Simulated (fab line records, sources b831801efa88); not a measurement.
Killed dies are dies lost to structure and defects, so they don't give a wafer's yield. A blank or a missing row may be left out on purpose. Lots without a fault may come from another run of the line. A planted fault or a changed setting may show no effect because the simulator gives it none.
Which tool did it? + flow sky130 + 24 lots, 72 wafers sampled, at 4 steps of a route of 708

WHAT THE GAUGES READ, wafer by wafer
SKY_CAP2M_RS_MEAS_03: uses a four-point probe to measure.
| lot  | measured     | on            | CAP2M_TIN_RS (ohm/sq) |
|------|--------------|---------------|-----------------------|
| L074 | day 40 16:34 | film metro-03 | 6.78 6.81 6.77        |
| L075 | day 40 17:29 | film metro-02 | 6.75 6.70 6.81        |
| L077 | day 40 18:05 | film metro-01 | 6.87 6.69 6.84        |
| L076 | day 40 19:34 | film metro-02 | 6.84 6.89 6.93        |
| L078 | day 42 12:54 | film metro-01 | 6.79 6.69 6.80        |
| L079 | day 42 13:11 | film metro-03 | 6.76 6.95 6.83        |
| L080 | day 42 15:53 | film metro-02 | 6.75 6.61 6.75        |
| L081 | day 42 14:43 | film metro-03 | 6.71 6.81 6.80        |
| L082 | day 42 16:14 | film metro-02 | 6.77 6.87 6.62        |
| L084 | day 42 22:04 | film metro-01 | 6.63 6.74 6.59        |
| L083 | day 42 23:55 | film metro-02 | 6.73 6.67 6.77        |
| L085 | day 43 01:02 | film metro-01 | 6.70 6.67 6.57        |
| L086 | day 43 02:12 | film metro-01 | 6.68 6.73 6.74        |
| L087 | day 43 11:14 | film metro-01 | 6.69 6.83 6.72        |
| L088 | day 43 21:12 | film metro-03 | 6.75 6.74 6.81        |
| L089 | day 43 22:05 | film metro-02 | 6.83 6.74 6.86        |
| L090 | day 44 12:12 | film metro-02 | 6.79 6.73 6.81        |
| L091 | day 44 14:50 | film metro-03 | 6.89 6.87 6.74        |
| L092 | day 44 19:30 | film metro-01 | 6.89 6.71 6.73        |
| L093 | day 45 08:11 | film metro-01 | 6.73 6.75 6.84        |
| L094 | day 45 11:46 | film metro-02 | 6.75 6.70 6.79        |
| L095 | day 45 21:10 | film metro-02 | 6.73 6.58 6.92        |
| L096 | day 45 22:33 | film metro-03 | 6.71 6.71 6.76        |
| L097 | day 46 04:14 | film metro-01 | 6.64 6.67 6.70        |

SKY_CAP2M_OVL_MEAS_12.
| lot  | measured     | on         | CAP2M_OVL (nm) |
|------|--------------|------------|----------------|
| L074 | day 41 16:50 | overlay-01 | 1.3 0.8 0.6    |
| L075 | day 41 17:25 | overlay-02 | -0.6 -1.1 -0.9 |
| L077 | day 41 17:44 | overlay-02 | -1.5 0.0 -0.5  |
| L076 | day 41 19:11 | overlay-02 | -1.4 -0.6 -2.5 |
| L078 | day 43 11:43 | overlay-01 | -0.1 -0.6 0.5  |
| L079 | day 43 11:55 | overlay-02 | -1.5 -0.4 0.3  |
| L080 | day 43 13:34 | overlay-01 | -0.2 0.9 1.5   |
| L081 | day 43 12:40 | overlay-02 | 1.0 1.4 2.3    |
| L082 | day 43 14:31 | overlay-01 | -1.0 -2.9 -2.5 |
| L084 | day 43 20:08 | overlay-02 | -1.5 -2.8 -2.0 |
| L083 | day 43 22:26 | overlay-01 | -2.3 -1.1 -0.7 |
| L085 | day 43 22:37 | overlay-02 | -0.8 0.2 -0.9  |
| L086 | day 43 23:32 | overlay-01 | -0.5 0.0 -1.5  |
| L087 | day 44 09:20 | overlay-01 | -0.9 0.7 -1.0  |
| L088 | day 44 19:19 | overlay-01 | 1.8 1.7 1.5    |
| L089 | day 44 20:34 | overlay-02 | -2.3 -1.6 -2.1 |
| L090 | day 45 10:19 | overlay-01 | -0.6 -0.2 -0.4 |
| L091 | day 45 13:13 | overlay-01 | 1.1 0.0 1.2    |
| L092 | day 45 16:46 | overlay-01 | 0.1 -0.4 -1.3  |
| L093 | day 46 04:58 | overlay-02 | 0.3 -1.7 -0.7  |
| L094 | day 46 08:44 | overlay-02 | 0.0 -1.6 -0.6  |
| L095 | day 46 15:58 | overlay-02 | 1.1 0.8 0.5    |
| L096 | day 46 18:16 | overlay-02 | 0.5 -0.3 0.5   |
| L097 | day 47 00:01 | overlay-01 | 0.9 0.8 1.1    |

WHAT TOOL EACH LOT RAN ON (gives the tool, then ch and the chambers of the sampled wafers, and finally the start)
| lot  | SKY_VIA1_CMP_24               | SKY_METAL3_SPUTTER_01        |
|------|-------------------------------|------------------------------|
| L074 | cmp-02 ch 0,2, day 35 01:08   | pvd sputter-04, day 37 08:27 |
| L075 | cmp-01 ch 0,2,3, day 35 03:23 | pvd sputter-04, day 37 10:43 |
| L077 | cmp-02 ch 1,2,3, day 35 04:29 | pvd sputter-01, day 37 11:07 |
| L076 | cmp-01 ch 1,2, day 35 05:17   | pvd sputter-01, day 37 13:11 |
| L078 | cmp-02 ch 0,1, day 37 01:24   | pvd sputter-04, day 39 08:09 |
| L079 | cmp-01 ch 0,1,3, day 37 02:26 | pvd sputter-03, day 39 08:21 |
| L080 | cmp-02 ch 0,1,3, day 37 02:41 | pvd sputter-03, day 39 10:44 |
| L081 | cmp-01 ch 0,1,2, day 37 03:32 | pvd sputter-01, day 39 10:05 |
| L082 | cmp-01 ch 0,2,3, day 37 04:47 | pvd sputter-03, day 39 11:31 |
| L084 | cmp-01 ch 1,3, day 37 11:14   | pvd sputter-04, day 39 17:34 |
| L083 | cmp-01 ch 0,3, day 37 14:17   | pvd sputter-04, day 39 20:43 |
| L085 | cmp-01 ch 0,2,3, day 37 15:05 | pvd sputter-01, day 39 21:22 |
| L086 | cmp-02 ch 0,3, day 37 15:47   | pvd sputter-03, day 39 21:40 |
| L087 | cmp-01 ch 0,3, day 38 02:17   | pvd sputter-03, day 40 07:53 |
| L088 | cmp-02 ch 0,1, day 38 14:50   | pvd sputter-03, day 40 18:58 |
| L089 | cmp-01 ch 0,2,3, day 38 16:41 | pvd sputter-04, day 40 20:09 |
| L090 | cmp-02 ch 1,2, day 39 06:57   | pvd sputter-03, day 41 11:34 |
| L091 | cmp-01 ch 1,2,3, day 39 11:22 | pvd sputter-03, day 41 14:54 |
| L092 | cmp-02 ch 0,1, day 39 14:29   | pvd sputter-04, day 41 18:44 |
| L093 | cmp-01 ch 0,1,2, day 40 06:22 | pvd sputter-01, day 42 09:39 |
| L094 | cmp-01 ch 0,2,3, day 40 07:44 | pvd sputter-01, day 42 12:16 |
| L095 | cmp-02 ch 0,2,3, day 40 18:11 | pvd sputter-04, day 42 21:56 |
| L096 | cmp-02 ch 0,1, day 40 22:11   | pvd sputter-04, day 43 00:00 |
| L097 | cmp-02 ch 0,1,3, day 41 03:52 | pvd sputter-01, day 43 06:34 |
- SKY_VIA1_CMP_24: polishes, stops on SiO2, t overpolish 15 s, target thk 0 nm.
- SKY_METAL3_SPUTTER_01: material TiN, target thk 20 nm, time 16.7 s.

WHAT THE TOOLS THEMSELVES READ (means of the sampled wafers that have a number; where no wafer has one, the mark that the record gives instead)
SKY_VIA1_CMP_24.
| lot  | tool   | motor current A (A) | overpolish run s (s) | time to endpoint s (s) |
|------|--------|---------------------|----------------------|------------------------|
| L074 | cmp-02 | 10.6                | 15.001               | 66                     |
| L075 | cmp-01 | 11.9                | 15.003               | 62                     |
| L077 | cmp-02 | 10.0                | 14.995               | 68                     |
| L076 | cmp-01 | 12.0                | 15.005               | 60                     |
| L078 | cmp-02 | 10.1                | 15.006               | 66                     |
| L079 | cmp-01 | 11.5                | 14.992               | 62                     |
| L080 | cmp-02 | 9.5                 | 14.994               | 67                     |
| L081 | cmp-01 | 11.3                | 15.007               | 63                     |
| L082 | cmp-01 | 11.5                | 14.995               | 64                     |
| L084 | cmp-01 | 12.6                | 14.997               | 65                     |
| L083 | cmp-01 | 12.6                | 14.998               | 63                     |
| L085 | cmp-01 | 12.1                | 14.996               | 64                     |
| L086 | cmp-02 | 10.5                | 15.004               | 67                     |
| L087 | cmp-01 | 12.6                | 14.997               | 65                     |
| L088 | cmp-02 | 10.0                | 15.003               | 68                     |
| L089 | cmp-01 | 12.1                | 15.001               | 63                     |
| L090 | cmp-02 | 9.5                 | 15.003               | 66                     |
| L091 | cmp-01 | 12.1                | 15.004               | 64                     |
| L092 | cmp-02 | 10.0                | 14.991               | 65                     |
| L093 | cmp-01 | 11.5                | 15.001               | 61                     |
| L094 | cmp-01 | 12.0                | 15.004               | 62                     |
| L095 | cmp-02 | 10.6                | 15.001               | 59                     |
| L096 | cmp-02 | 9.8                 | 15.005               | 65                     |
| L097 | cmp-02 | 10.1                | 15.001               | 63                     |

SKY_METAL3_SPUTTER_01.
| lot  | tool           | throttle valve pct (%) |
|------|----------------|------------------------|
| L074 | pvd sputter-04 | 29.3                   |
| L075 | pvd sputter-04 | 30.7                   |
| L077 | pvd sputter-01 | 30.0                   |
| L076 | pvd sputter-01 | 30.0                   |
| L078 | pvd sputter-04 | 30.9                   |
| L079 | pvd sputter-03 | 29.8                   |
| L080 | pvd sputter-03 | 30.0                   |
| L081 | pvd sputter-01 | 30.0                   |
| L082 | pvd sputter-03 | 30.4                   |
| L084 | pvd sputter-04 | 29.9                   |
| L083 | pvd sputter-04 | 30.4                   |
| L085 | pvd sputter-01 | 30.2                   |
| L086 | pvd sputter-03 | 30.4                   |
| L087 | pvd sputter-03 | 30.1                   |
| L088 | pvd sputter-03 | 30.4                   |
| L089 | pvd sputter-04 | 30.4                   |
| L090 | pvd sputter-03 | 29.7                   |
| L091 | pvd sputter-03 | 29.7                   |
| L092 | pvd sputter-04 | 30.3                   |
| L093 | pvd sputter-01 | 30.7                   |
| L094 | pvd sputter-01 | 30.8                   |
| L095 | pvd sputter-04 | 31.3                   |
| L096 | pvd sputter-04 | 30.1                   |
| L097 | pvd sputter-01 | 30.2                   |

THE ANSWER, worked out from the rows above alone
Rule: the usual values come from the lots themselves. Put in order of their means at a reading, lots are off if they are a third of the lots or fewer, leave a main group of 4 or more, and stand apart from it by a gap of 3 or more times the standard deviation of the main group's means; of several such gaps the widest counts. The tables above print the reading to a certain number of digits; a main group whose means all agree to those digits is not used. A lot without any number at a reading at which 4 lots or more have one is off too. All remaining lots with rows at the step are treated as sound. Order of review: gauges by route order, followed by the tools' own readings, for which a lot's mean as printed above is used. At the first step where some lot is off, the reading lying furthest off is the one used; lots without a number count as furthest.
Across all readings shown, no lot is off: no conclusion can be drawn from this.

WHAT WAS PUT IN BY THE SIMULATOR
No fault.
